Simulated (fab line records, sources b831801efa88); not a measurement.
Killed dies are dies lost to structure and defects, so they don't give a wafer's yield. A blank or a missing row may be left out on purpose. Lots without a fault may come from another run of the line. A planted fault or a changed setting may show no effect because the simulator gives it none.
Which tool did it? | flow gf180mcu | 13 lots, 39 wafers sampled, at 5 steps of a route of 602

WHAT THE GAUGES READ, wafer by wafer
GF_V1_THK_MEAS_03.
lot  | measured     | on            | V1_CVD_02_THK (nm)
L106 | day 16 18:06 | film_metro-04 | 837 822 836
L108 | day 18 16:52 | film_metro-01 | 840 846 852
L109 | day 18 23:27 | film_metro-02 | 826 829 851
L111 | day 19 00:39 | film_metro-02 | 839 864 868
L112 | day 19 09:34 | film_metro-01 | 824 850 835
L113 | day 20 00:17 | film_metro-04 | 839 858 851
L115 | day 20 19:31 | film_metro-01 | 831 843 850
L116 | day 21 06:31 | film_metro-04 | 833 857 847
L123 | day 23 09:06 | film_metro-04 | 825 817 841
L126 | day 24 11:19 | film_metro-04 | 840 842 854
L127 | day 24 15:22 | film_metro-01 | 843 854 860
L128 | day 24 22:35 | film_metro-01 | 852 842 847
L129 | day 25 07:36 | film_metro-01 | 829 832 839

WHICH TOOL RAN EACH LOT (tool, then ch and the chambers of the sampled wafers, then the start)
lot  | GF_CONTACT_CVD_02               | GF_M1_SPUTTER_03             | GF_M1_METAL_ETCH_16               | GF_M1_STRIP_17
L106 | pecvd-02 ch 0,1,2, day 14 20:51 | pvd_sputter-04, day 15 20:01 | rie_metal-03 ch 0,1, day 16 17:15 | plasma_asher-01 ch 0,1, day 16 17:22
L108 | pecvd-01 ch 0,1,2, day 16 17:42 | pvd_sputter-01, day 17 17:39 | rie_metal-01 ch 0,1, day 18 16:01 | plasma_asher-01 ch 0,1, day 18 16:07
L109 | pecvd-02 ch 1,2, day 16 23:09   | pvd_sputter-01, day 17 23:21 | rie_metal-01 ch 1, day 18 22:34   | plasma_asher-02 ch 1, day 18 22:40
L111 | pecvd-01 ch 0,2, day 16 23:50   | pvd_sputter-01, day 18 00:14 | rie_metal-03 ch 0,1, day 18 23:47 | plasma_asher-02 ch 0,1, day 18 23:55
L112 | pecvd-01 ch 0,2, day 17 07:39   | pvd_sputter-03, day 18 08:32 | rie_metal-03 ch 0,1, day 19 08:40 | plasma_asher-04 ch 0,1, day 19 08:46
L113 | pecvd-03 ch 0,1,2, day 17 21:36 | pvd_sputter-01, day 18 22:49 | rie_metal-03 ch 0,1, day 19 23:27 | plasma_asher-02 ch 0,1, day 19 23:33
L115 | pecvd-01 ch 0,1,2, day 18 16:21 | pvd_sputter-04, day 19 18:40 | rie_metal-01 ch 0,1, day 20 18:40 | plasma_asher-02 ch 0,1, day 20 18:46
L116 | pecvd-03 ch 1,2, day 19 03:46   | pvd_sputter-01, day 20 06:08 | rie_metal-01 ch 0,1, day 21 05:40 | plasma_asher-04 ch 0,1, day 21 05:46
L123 | pecvd-03 ch 1,2, day 21 07:35   | pvd_sputter-01, day 22 09:05 | rie_metal-01 ch 0,1, day 23 08:13 | plasma_asher-01 ch 0,1, day 23 08:19
L126 | pecvd-02 ch 0,2, day 22 11:56   | pvd_sputter-03, day 23 12:37 | rie_metal-02 ch 0, day 24 10:28   | plasma_asher-04 ch 0,1, day 24 10:34
L127 | pecvd-02 ch 0,1,2, day 22 15:39 | pvd_sputter-04, day 23 16:04 | rie_metal-02 ch 0,1, day 24 14:31 | plasma_asher-01 ch 0, day 24 14:37
L128 | pecvd-01 ch 0,1, day 22 23:32   | pvd_sputter-01, day 24 00:31 | rie_metal-03 ch 0,1, day 24 21:44 | plasma_asher-04 ch 0,1, day 24 21:52
L129 | pecvd-02 ch 1,2, day 23 08:43   | pvd_sputter-04, day 24 09:08 | rie_metal-02 ch 0,1, day 25 06:46 | plasma_asher-02 ch 0,1, day 25 06:52
- GF_CONTACT_CVD_02: deposits SiO2 from TEOS, target thk 860 nm, time 95.992 s.
- GF_M1_SPUTTER_03: material Ti, target thk 10 nm, time 6.7 s.
- GF_M1_METAL_ETCH_16: etches the open film in Cl2/BCl3, stops on SiO2, target depth 627.5 nm, time 104.6 s.
- GF_M1_STRIP_17: strips in O2/N2.

WHAT THE TOOLS THEMSELVES READ (means of the sampled wafers that have a number; where no wafer has one, the mark that the record gives instead)
GF_CONTACT_CVD_02.
lot  | tool     | heater_power_w (W)
L106 | pecvd-02 | 596
L108 | pecvd-01 | 576
L109 | pecvd-02 | 616
L111 | pecvd-01 | 581
L112 | pecvd-01 | 585
L113 | pecvd-03 | 723
L115 | pecvd-01 | 553
L116 | pecvd-03 | 694
L123 | pecvd-03 | 683
L126 | pecvd-02 | 608
L127 | pecvd-02 | 632
L128 | pecvd-01 | 595
L129 | pecvd-02 | 621

GF_M1_SPUTTER_03.
lot  | tool           | throttle_valve_pct (%)
L106 | pvd_sputter-04 | 30.2
L108 | pvd_sputter-01 | 29.6
L109 | pvd_sputter-01 | 29.8
L111 | pvd_sputter-01 | 29.8
L112 | pvd_sputter-03 | 30.6
L113 | pvd_sputter-01 | 29.9
L115 | pvd_sputter-04 | 29.8
L116 | pvd_sputter-01 | 29.7
L123 | pvd_sputter-01 | 29.9
L126 | pvd_sputter-03 | 30.6
L127 | pvd_sputter-04 | 29.5
L128 | pvd_sputter-01 | 29.6
L129 | pvd_sputter-04 | 29.5

GF_M1_METAL_ETCH_16.
lot  | tool         | chamber_pressure_mTorr (mTorr) | drypump_motor_current_A (A) | oes_product_au (a.u.) | rf_fwd_power_W (W) | throttle_valve_pct (%)
L106 | rie_metal-03 | 8.002                          | 5.4                         | 0.979                 | 795.6              | 28.248
L108 | rie_metal-01 | 7.999                          | 5.8                         | 0.967                 | 795.4              | 28.251
L109 | rie_metal-01 | 7.996                          | 6.2                         | 0.978                 | 797.9              | 28.243
L111 | rie_metal-03 | 8.000                          | 5.4                         | 0.968                 | 797.5              | 28.258
L112 | rie_metal-03 | 8.004                          | 5.4                         | 0.963                 | 796.9              | 28.250
L113 | rie_metal-03 | 8.007                          | 5.4                         | 0.972                 | 793.8              | 28.244
L115 | rie_metal-01 | 8.003                          | 6.1                         | 0.980                 | 793.1              | 28.250
L116 | rie_metal-01 | 8.000                          | 6.0                         | 0.971                 | 794.7              | 28.257
L123 | rie_metal-01 | 8.004                          | 5.9                         | 0.918                 | 712.3              | 28.309
L126 | rie_metal-02 | 8.000                          | 5.5                         | 0.972                 | 794.0              | 28.254
L127 | rie_metal-02 | 8.002                          | 5.7                         | 0.969                 | 796.2              | 28.258
L128 | rie_metal-03 | 7.994                          | 5.4                         | 0.973                 | 798.1              | 28.239
L129 | rie_metal-02 | 7.999                          | 5.6                         | 0.967                 | 795.5              | 28.268

GF_M1_STRIP_17.
lot  | tool            | chamber_pressure_mTorr (mTorr) | drypump_motor_current_A (A) | heater_power_w (W) | oes_product_au (a.u.) | strip_time_to_endpoint_s (s)
L106 | plasma_asher-01 | 1499.3                         | 5.8                         | 322                | 0.554                 | 7.84
L108 | plasma_asher-01 | 1499.9                         | 5.3                         | 318                | 0.554                 | 7.88
L109 | plasma_asher-02 | 1498.9                         | 5.7                         | 297                | 0.558                 | 7.89
L111 | plasma_asher-02 | 1500.5                         | 5.4                         | 367                | 0.558                 | 7.85
L112 | plasma_asher-04 | 1500.9                         | 5.9                         | 324                | 0.555                 | 7.82
L113 | plasma_asher-02 | 1499.6                         | 5.5                         | 332                | 0.551                 | 7.76
L115 | plasma_asher-02 | 1499.3                         | 5.5                         | 326                | 0.555                 | 7.89
L116 | plasma_asher-04 | 1499.4                         | 6.2                         | 357                | 0.558                 | 7.87
L123 | plasma_asher-01 | 1500.1                         | 5.3                         | 317                | 0.568                 | 8.10
L126 | plasma_asher-04 | 1500.5                         | 5.9                         | 324                | 0.561                 | 7.90
L127 | plasma_asher-01 | 1498.9                         | 4.9                         | 313                | 0.558                 | 7.90
L128 | plasma_asher-04 | 1500.2                         | 6.2                         | 354                | 0.559                 | 7.81
L129 | plasma_asher-02 | 1500.5                         | 5.5                         | 331                | 0.562                 | 7.93

THE ANSWER, worked out from the rows above alone
Rule: what is usual is taken from the lots themselves. Put in order of their means at a reading, lots are off if they are a third of the lots or fewer, leave a main group of 4 or more, and stand apart from it by a gap of 3 or more times the standard deviation of the main group's means; of several such gaps the widest counts. A main group whose means are all the same, to the digits that the tables above print for the reading, isn't used. A lot without any number at a reading at which 4 lots or more have one is off too. The other lots that the step has rows for count as sound. The gauges are gone through in route order, then the tools' own readings, and for those a lot's mean is taken as printed above. The first step at which some lot is off is used, and at that step the reading that is off furthest; a lot without a number counts as furthest.
Off: L123, at GF_M1_METAL_ETCH_16 (rf_fwd_power_W). The main group: mean 795.7 W, standard deviation 1.6.
A tool fits if, at that step or a process step before it, it ran every lot that is off, and no sound lot after the first of them. Can't be told from this: 2 tools fit, pecvd-03 at GF_CONTACT_CVD_02, rie_metal-01 at GF_M1_METAL_ETCH_16.

WHAT THE SIMULATOR HAD PUT IN
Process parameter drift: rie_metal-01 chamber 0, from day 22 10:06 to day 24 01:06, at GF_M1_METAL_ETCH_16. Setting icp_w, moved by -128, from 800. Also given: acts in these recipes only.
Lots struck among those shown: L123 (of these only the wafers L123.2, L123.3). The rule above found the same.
